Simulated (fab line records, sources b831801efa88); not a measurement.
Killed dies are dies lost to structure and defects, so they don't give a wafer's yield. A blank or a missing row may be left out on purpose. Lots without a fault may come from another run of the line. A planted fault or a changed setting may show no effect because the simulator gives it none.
Which tool did it? | flow gf180mcu | 12 lots, 36 wafers sampled, at 5 steps of a route of 602

WHAT THE GAUGES READ, wafer by wafer
GF_V3_THK_MEAS_01.
lot  | measured     | on            | V3_CVD_00_THK (nm)
L075 | day 21 19:17 | film_metro-01 | 603 606 600
L077 | day 22 12:53 | film_metro-03 | 594 602 599
L079 | day 23 01:22 | film_metro-04 | 604 604 606
L081 | day 24 00:01 | film_metro-01 | 597 597 598
L083 | day 24 13:34 | film_metro-04 | 598 592 604
L085 | day 25 12:44 | film_metro-04 | 604 605 600
L087 | day 26 02:56 | film_metro-01 | 604 607 607
L089 | day 26 23:04 | film_metro-04 | 609 604 605
L091 | day 27 06:18 | film_metro-01 | 599 602 605
L093 | day 27 18:34 | film_metro-04 | 601 604 608
L095 | day 28 08:18 | film_metro-03 | 601 595 602
L097 | day 28 23:41 | film_metro-04 | 600 594 605

WHICH TOOL RAN EACH LOT (tool, then ch and the chambers of the sampled wafers, then the start)
lot  | GF_CONTACT_ETCH_17                            | GF_V1_ETCH_17                                 | GF_M2_METAL_ETCH_16               | GF_M3_METAL_ETCH_16
L075 | rie_diel-01 ch 0,3, day 19 14:32 or earlier   | rie_diel-01 ch 0,3, day 19 14:32 or earlier   | rie_metal-01 ch 0,1, day 19 14:32 | rie_metal-03 ch 0,1, day 21 18:32
L077 | rie_diel-04 ch 0,2,3, day 20 10:15 or earlier | rie_diel-01 ch 0,1,3, day 20 10:15 or earlier | rie_metal-02 ch 0,1, day 20 10:15 | rie_metal-04 ch 0,1, day 22 12:11
L079 | rie_diel-01 ch 2,3, day 20 22:44 or earlier   | rie_diel-04 ch 0,2, day 20 22:44 or earlier   | rie_metal-02 ch 0,1, day 20 22:44 | rie_metal-02 ch 0,1, day 23 00:38
L081 | rie_diel-04 ch 0,2, day 21 22:29 or earlier   | rie_diel-03 ch 1,2,3, day 21 22:29 or earlier | rie_metal-01 ch 0,1, day 21 22:29 | rie_metal-04 ch 1, day 23 23:11
L083 | rie_diel-04 ch 0,1,2, day 22 12:55 or earlier | rie_diel-03 ch 1,2,3, day 22 12:55 or earlier | rie_metal-01 ch 0,1, day 22 12:55 | rie_metal-04 ch 1, day 24 12:41
L085 | rie_diel-01 ch 0,1,2, day 23 12:50 or earlier | rie_diel-01 ch 0,1,3, day 23 12:50 or earlier | rie_metal-02 ch 0,1, day 23 12:50 | rie_metal-04 ch 0, day 25 11:59
L087 | rie_diel-01 ch 0,1,3, day 24 04:53 or earlier | rie_diel-01 ch 0,1, day 24 04:53 or earlier   | rie_metal-04 ch 1, day 24 04:53   | rie_metal-03 ch 0,1, day 26 02:13
L089 | rie_diel-01 ch 0,1,3, day 25 01:06 or earlier | rie_diel-04 ch 0,2,3, day 25 01:06 or earlier | rie_metal-04 ch 0,1, day 25 01:06 | rie_metal-04 ch 0,1, day 26 22:20
L091 | rie_diel-04 ch 1,2,3, day 25 08:08 or earlier | rie_diel-03 ch 1,2, day 25 08:08 or earlier   | rie_metal-02 ch 0, day 25 08:08   | rie_metal-03 ch 0,1, day 27 05:35
L093 | rie_diel-02 ch 0,1,2, day 25 21:32 or earlier | rie_diel-03 ch 1, day 25 21:32 or earlier     | rie_metal-04 ch 1, day 25 21:32   | rie_metal-04 ch 0, day 27 17:38
L095 | rie_diel-02 ch 1,2,3, day 26 12:41 or earlier | rie_diel-03 ch 0,2,3, day 26 12:41 or earlier | rie_metal-01 ch 0,1, day 26 12:41 | rie_metal-02 ch 0,1, day 28 07:32
L097 | rie_diel-01 ch 0,2,3, day 27 03:42 or earlier | rie_diel-01 ch 1,2, day 27 03:42 or earlier   | rie_metal-01 ch 0,1, day 27 03:42 | rie_metal-02 ch 0,1, day 28 22:57
- GF_CONTACT_ETCH_17: etches SiO2 in C4F8/O2/Ar, stops on CoSi2, target depth 860 nm.
- GF_V1_ETCH_17: etches SiO2 in C4F8/O2/Ar, stops on TiN, target depth 630 nm.
- GF_M2_METAL_ETCH_16: etches the open film in Cl2/BCl3, stops on SiO2, target depth 750.8 nm, time 125.1 s.
- GF_M3_METAL_ETCH_16: etches the open film in Cl2/BCl3, stops on SiO2, target depth 750.8 nm, time 125.1 s.

THE ANSWER, worked out from the rows above alone
Rule: what is usual is taken from the lots themselves. Put in order of their means at a reading, lots are off if they are a third of the lots or fewer, leave a main group of 4 or more, and stand apart from it by a gap of 3 or more times the standard deviation of the main group's means; of several such gaps the widest counts. A main group whose means are all the same, to the digits that the tables above print for the reading, isn't used. A lot without any number at a reading at which 4 lots or more have one is off too. The other lots that the step has rows for count as sound.
No lot is off at any reading shown: from this, nothing can be told.

WHAT THE SIMULATOR HAD PUT IN
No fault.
